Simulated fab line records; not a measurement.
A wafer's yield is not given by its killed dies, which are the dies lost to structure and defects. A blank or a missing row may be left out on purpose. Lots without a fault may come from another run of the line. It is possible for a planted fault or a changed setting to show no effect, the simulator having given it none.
Chamber matching | flow sfq-line | SFQ_TRILAYER_C5_ETCH_VIA_ETCH_154 on rie-diel-01: 4 sister chambers
The step etches SiO2 in CHF3, stops on Nb, target depth 84 nm. 4 wafers are shown with their chamber, then 7 later ones without.

== EACH WAFER AND ITS CHAMBER ==
wafer  | chamber | drypump-motor-current-A (A)
L963.4 | 1       | 6.0
L963.5 | 2       | 6.1
L967.1 | 0       | 5.4
L967.2 | 3       | 5.3

== WAFERS WITH NO CHAMBER GIVEN ==
wafer  | drypump-motor-current-A (A)
L967.6 | 5.9
L969.3 | 5.3
L969.5 | 5.4
L969.6 | 6.0
L972.2 | 6.1
L972.5 | 5.3
L972.6 | 5.9

== THE CHAMBER EACH PASSED THROUGH ==
wafer  | from the rows above     | in truth
L967.6 | can't be placed: 1 or 2 | 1
L969.3 | can't be placed: 3 or 0 | 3
L969.5 | can't be placed: 0 or 3 | 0
L969.6 | can't be placed: 1 or 2 | 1
L972.2 | can't be placed: 2 or 1 | 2
L972.5 | can't be placed: 3 or 0 | 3
L972.6 | can't be placed: 1 or 2 | 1
Placed correctly: 0 of 7. Unplaceable from these rows: 7, with the true chamber sitting among the candidates in 7. Wrongly placed: 0.
How it was worked out, from the rows above alone: a wafer's distance from a chamber is the root of the sum, over the readings, of the square of ((its reading less the chamber's mean) divided by the reading's scatter). The wafer belongs to the nearest chamber; if the next one is less than 2 further off, it can't be placed. Each chamber's mean is taken over the wafers shown for it. The scatter: root of mean squared gap, hidden wafer to nearest shown wafer, with one shown wafer a chamber.
